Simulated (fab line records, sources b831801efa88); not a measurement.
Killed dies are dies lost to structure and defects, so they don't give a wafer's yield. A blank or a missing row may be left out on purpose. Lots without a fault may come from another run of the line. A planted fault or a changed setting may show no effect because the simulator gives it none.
One fault seen from 2 desks | flow sky130 | each desk has only its own numbers; what lay behind them comes last

THE METROLOGY DESK
What the gauges read, lot by lot, whatever tool the lot ran on: means of the sampled wafers that have a number. A lot is out of limits, marked OUT, if its mean lies more than 4 standard deviations from the usual mean; the brackets give that distance.
Columns: A = GATE_OXIDE_OVL at SKY_GATE_OXIDE_OVL_MEAS_10, usual -0.2 nm; B = LDD_LDN_TW at SKY_LDD_LDN_TW_MEAS_13, usual 1472; C = SD_N_OVL at SKY_SD_N_OVL_MEAS_08, usual -0.1 nm
lot  | first seen here | A    | B    | C
L522 | day 14 02:33    | -2.1 | 1454 | -0.5
L523 | day 14 05:50    | -1.7 | 1449 | -1.3
L525 | day 15 00:01    | 0.6  | 1446 | 0.3
L526 | day 15 13:49    | 1.8  | 1490 | -0.1
L528 | day 15 21:30    | -1.1 | 1497 | 1.6
L527 | day 15 21:49    | -0.8 | 1477 | -0.9
L529 | day 16 11:57    | 1.5  | 1474 | -0.8
L531 | day 17 09:36    | 1.0  | 1468 | -1.7
L536 | day 18 18:55    | -0.1 | 1500 | -1.4
L538 | day 19 17:48    | -1.4 | 1462 | -0.1
L540 | day 20 09:00    | -1.5 | 1450 | 0.2
L542 | day 20 20:46    | 0.4  | 1466 | -1.1
L543 | day 21 07:30    | -1.2 | 1464 | 0.1
L545 | day 22 00:48    | 0.7  | 1473 | -2.3
This desk's finding: nothing out of limits on any of the 14 lots.

THE TOOL OWNER'S DESK: litho_track-04
The tool's own readings at SKY_LDD_HVN_COAT_02 (resist thk 300 nm): means of the sampled wafers that have a number, for each lot that ran on this tool. A lot is out of limits, marked OUT, if its mean lies more than 4 standard deviations from the usual mean; the brackets give that distance.
Columns: A = spin_speed_rpm at SKY_LDD_HVN_COAT_02, usual 3000.2 rpm
lot  | first seen here | A
L522 | day 19 20:13    | 2999.8
L523 | day 20 09:47    | 2997.6
L525 | day 20 23:44    | 3002.4
L527 | day 21 23:20    | 3000.7
L528 | day 22 00:10    | 3002.3
L536 | day 25 02:05    | 2957.0 (-19) OUT
L538 | day 26 04:20    | 2951.3 (-21) OUT
This desk's finding: out of limits on L536, L538; first on L536, day 25 02:05 (spin_speed_rpm at SKY_LDD_HVN_COAT_02). In limits: L522, L523, L525, L527, L528.

PUT TOGETHER
The tool owner's desk could have raised an alarm at day 25 02:05, on L536, L538.
The metrology desk saw nothing out of limits.
The metrology desk has L536, L538 on record, within its limits.
Of the lots named, all ran SKY_LDD_HVN_COAT_02 on litho_track-04.

WHAT THE SIMULATOR HAD PUT IN
Process parameter drift: litho_track-04, from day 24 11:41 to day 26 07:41, at SKY_LDD_HVN_COAT_02. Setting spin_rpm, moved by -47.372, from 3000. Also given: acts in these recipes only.
Lots struck among those shown: L536, L538.
Hours from the fault's start to each desk's first reading out of limits: the tool owner's desk, 14.
